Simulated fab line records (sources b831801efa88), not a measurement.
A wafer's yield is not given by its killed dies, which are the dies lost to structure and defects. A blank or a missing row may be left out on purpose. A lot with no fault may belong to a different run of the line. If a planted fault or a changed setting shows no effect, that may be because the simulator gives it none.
A lot that was struck, set against a sound lot -- flow sky130 -- 15 out of 708 route steps
Sound: these wafers, L291.1, L291.3, L291.6. Wafers L286.2, L286.4, L286.5 were the ones struck. The cause is named last.
For every step that has rows: the tool of each side, followed by ch and its chambers, followed by its first start. Under that, the readings that differ: sound wafers -- struck wafers -- difference of the means -- sigmas: that difference in standard deviations of wafers without a fault.
alike: readings whose means differ by less than 2 such deviations, and words and numbers that are the same on both sides. not compared: withheld readings, readings that some wafer has no value for, bounds like >300 that may hide the same value, and numbers for which the record gives no deviation and whose values overlap.
A row with sigmas, a row that says differs or no value, or rows on one side alone: a step with any of these is where the two part. Numbers that don't overlap but have no deviation are shown without sigmas and don't part them. Lack of a reading on every wafer of one side parts them only where that side has two or more wafers.

first, 2 steps without rows for these wafers: SKY_PASSIVATION_PEB_09; SKY_PASSIVATION_DEVELOP_10 (develop time 60 s).
SKY_PASSIVATION_ETCH_11: etches the open film in CF4/O2, stops on AlCu, target depth 725 nm, time 161.1 s.
  sound on rie-diel-03 ch 0,2, day 49 23:10; struck on rie-diel-02 ch 0,1, day 48 21:19
  alike: O2_flow_sccm, drypump-motor-current-A, oes-product-au, rf-fwd-power-W, throttle-valve-pct
  not compared: rf-hours-counter-h
SKY_PASSIVATION_STRIP_12: strips in O2/N2.
  sound on plasma-asher-04 ch 0,1, day 49 23:16; struck on plasma-asher-04 ch 0,1, day 48 21:25
  alike: chamber-pressure-mTorr, drypump-motor-current-A, oes-product-au, strip-time-to-endpoint-s
  not compared: rf-hours-counter-h
then, 7 steps without rows for these wafers: SKY_PAD_OPEN_DEHYDRATE_00 (time 60 s); SKY_PAD_OPEN_HMDS_01 (prime time 60 s); SKY_PAD_OPEN_COAT_02 (resist thk 3000 nm); SKY_PAD_OPEN_SOFTBAKE_03; SKY_PAD_OPEN_EXPOSE_04 (exposes mask PDM, target cd 60000 nm); SKY_PAD_OPEN_PEB_05; SKY_PAD_OPEN_DEVELOP_06 (develop time 60 s).
SKY_PAD_OPEN_ETCH_07: etches the open film in CF4/O2, stops on AlCu, target depth 725 nm, time 161.1 s.
  sound on rie-diel-02 ch 0,2,3, day 50 15:14; struck on rie-diel-02 ch 0,1, day 49 14:42
  alike: O2_flow_sccm, drypump-motor-current-A, oes-product-au, rf-fwd-power-W, throttle-valve-pct
  not compared: rf-hours-counter-h
SKY_PAD_OPEN_STRIP_08: strips in O2/N2.
  sound on plasma-asher-03 ch 0,1, day 50 15:20; struck on plasma-asher-01 ch 0,1, day 49 14:49
  no value came back on the struck wafers for chamber-pressure-mTorr (mTorr), drypump-motor-current-A (A), oes-product-au (a.u.), strip-time-to-endpoint-s (s); on the sound wafers chamber-pressure-mTorr (mTorr) reads 1500.7 1500.9 1500.1
reading,sound,struck,difference,sigmas
model.coat_of_PAD_OPEN_COAT_02.thk-nm (nm),0 0 0,3004 3009 3001,+3005,
  not compared: rf-hours-counter-h
then, 1 step without rows for these wafers: SKY_PAD_OPEN_STRIP_09 (strips in post etch residue remover, time 1200 s).
SKY_PAD_OPEN_PROBE_99:
  the record holds rows for the sound wafers here (prober-02, day 50 17:33) but none for the struck ones

## WHERE THEY PART
First at SKY_PAD_OPEN_STRIP_08; last, within this record, at SKY_PAD_OPEN_PROBE_99.

WHY: what the simulator had put in
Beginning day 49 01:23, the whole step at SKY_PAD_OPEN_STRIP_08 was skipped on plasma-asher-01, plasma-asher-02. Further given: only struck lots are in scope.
